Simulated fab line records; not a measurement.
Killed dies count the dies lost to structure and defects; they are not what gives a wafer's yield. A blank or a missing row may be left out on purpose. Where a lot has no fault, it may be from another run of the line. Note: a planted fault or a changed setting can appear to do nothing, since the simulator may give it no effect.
Chamber matching -- flow gf180mcu -- GF_V2_CMP_26 on cmp-02 has 4 sister chambers
The step polishes, stops on SiO2, t overpolish 15 s, target thk 0 nm. 8 wafers are shown with their chamber, then 7 later ones without.

## WAFERS, EACH WITH ITS CHAMBER
wafer,chamber,motor_current_A (A),time_to_endpoint_s (s)
L295.5,3,10.2,89
L299.5,3,9.9,86
L307.5,0,10.6,81
L310.2,1,10.2,80
L310.3,0,10.2,82
L310.6,1,9.2,84
L314.3,2,10.8,82
L314.5,2,11.0,85

## WAFERS WITH NO CHAMBER GIVEN
wafer,motor_current_A (A),time_to_endpoint_s (s)
L314.6,10.0,82
L315.1,10.1,82
L315.2,9.6,82
L315.3,10.1,96
L316.1,10.0,90
L316.2,10.0,83
L316.3,10.3,85

## EACH ONE'S CHAMBER
wafer,from the rows above,in truth
L314.6,can't be placed: 1 or 0 or 2 or 3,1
L315.1,can't be placed: 0 or 1 or 2 or 3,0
L315.2,can't be placed: 1 or 0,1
L315.3,3,3
L316.1,3,3
L316.2,can't be placed: 1 or 0 or 3 or 2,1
L316.3,can't be placed: 3 or 2 or 0 or 1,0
Placed correctly: 2 of 7. From these rows, 5 cannot be placed; in 5 the true chamber is one of the candidates. Number placed wrongly: 0.
How it was worked out, from the rows above alone: a wafer's distance from a chamber is the root of the sum, over the readings, of the square of ((its reading less the chamber's mean) divided by the reading's scatter). The wafer belongs to the nearest chamber; if the next one is less than 2 further off, it can't be placed. A chamber's mean is the mean of its shown wafers. How the scatter is found: for the shown wafers, subtract from each reading the mean of its chamber, square and add these, divide the total by (wafers less chambers), then take the root.
